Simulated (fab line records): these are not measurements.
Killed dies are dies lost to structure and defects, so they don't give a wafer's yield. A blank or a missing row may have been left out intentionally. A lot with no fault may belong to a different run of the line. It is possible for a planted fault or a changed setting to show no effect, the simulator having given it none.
Chamber matching + flow gf180mcu + GF_V3_CMP_26 on cmp-01 has 4 sister chambers
The step polishes, stops on SiO2, t overpolish 15 s, target thk 0 nm. 4 wafers are shown with their chamber, then 7 later ones without.

WAFERS PAIRED WITH THEIR CHAMBERS
| wafer  | chamber | motor current A (A) |
|--------|---------|---------------------|
| L612.5 | 2       | 14.2                |
| L627.4 | 1       | 11.3                |
| L628.1 | 3       | 11.6                |
| L628.4 | 0       | 15.0                |

WAFERS WITHOUT THEIR CHAMBER
| wafer  | motor current A (A) |
|--------|---------------------|
| L628.5 | 11.8                |
| L629.2 | 12.2                |
| L629.5 | 12.0                |
| L629.6 | 14.5                |
| L630.3 | 11.8                |
| L630.4 | 14.7                |
| L630.5 | 11.7                |

EACH ONE'S CHAMBER
| wafer  | from the rows above     | in truth |
|--------|-------------------------|----------|
| L628.5 | can't be placed: 3 or 1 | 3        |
| L629.2 | can't be placed: 3 or 1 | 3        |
| L629.5 | can't be placed: 3 or 1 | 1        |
| L629.6 | can't be placed: 2 or 0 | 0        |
| L630.3 | can't be placed: 3 or 1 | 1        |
| L630.4 | can't be placed: 0 or 2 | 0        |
| L630.5 | can't be placed: 3 or 1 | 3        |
0 of 7 placed correctly. Not placeable from these rows: 7 (in 7, the candidates include the true chamber). Number placed wrongly: 0.
How it was worked out, from the rows above alone: a wafer's distance from a chamber is the root of the sum, over the readings, of the square of ((its reading less the chamber's mean) divided by the reading's scatter). The wafer belongs to the nearest chamber; if the next one is less than 2 further off, it can't be placed. The mean given for a chamber averages the wafers shown for that chamber. The scatter: root of mean squared gap, hidden wafer to nearest shown wafer, with one shown wafer a chamber.
